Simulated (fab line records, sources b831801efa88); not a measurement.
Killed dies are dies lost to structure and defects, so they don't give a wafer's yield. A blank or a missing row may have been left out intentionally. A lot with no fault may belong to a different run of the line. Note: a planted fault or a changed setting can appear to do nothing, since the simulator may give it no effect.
The tool behind it: which one? / flow sfq-line / route of 325 steps, sampled at 1 step: 7 lots, 21 wafers

== WHAT THE GAUGES READ, wafer by wafer ==
SFQ_C5_OVL_MEAS_937.
lot=L960; measured=day 52 15:43; on=overlay-02; C5_OVL (nm)=-6 -3 -1
lot=L962; measured=day 52 19:17; on=overlay-01; C5_OVL (nm)=-8 -13 -10
lot=L964; measured=day 53 00:19; on=overlay-01; C5_OVL (nm)=4 4 10
lot=L968; measured=day 53 20:57; on=overlay-01; C5_OVL (nm)=3 -1 -2
lot=L975; measured=day 69 20:53; on=overlay-01; C5_OVL (nm)=8 7 5
lot=L978; measured=day 70 00:29; on=overlay-01; C5_OVL (nm)=0 0 0
lot=L981; measured=day 70 07:40; on=overlay-01; C5_OVL (nm)=0 9 -6

== TOOL THAT RAN EACH LOT (tool first, then ch and the chambers of the sampled wafers, then the start) ==
Record: no process step prior to these readings.

== THE ANSWER, worked out from the rows above alone ==
Rule: usual is defined by the lots themselves. Put in order of their means at a reading, lots are off if they are a third of the lots or fewer, leave a main group of 4 or more, and stand apart from it by a gap of 3 or more times the standard deviation of the main group's means; of several such gaps the widest counts. A main group is skipped when, at the precision printed for the reading in the tables above, its means are all equal. Also off: a lot with no number at a reading for which 4 or more lots have one. All remaining lots with rows at the step are treated as sound.
Nothing can be told from this: no lot is off at any reading shown.

== WHAT WAS PUT IN BY THE SIMULATOR ==
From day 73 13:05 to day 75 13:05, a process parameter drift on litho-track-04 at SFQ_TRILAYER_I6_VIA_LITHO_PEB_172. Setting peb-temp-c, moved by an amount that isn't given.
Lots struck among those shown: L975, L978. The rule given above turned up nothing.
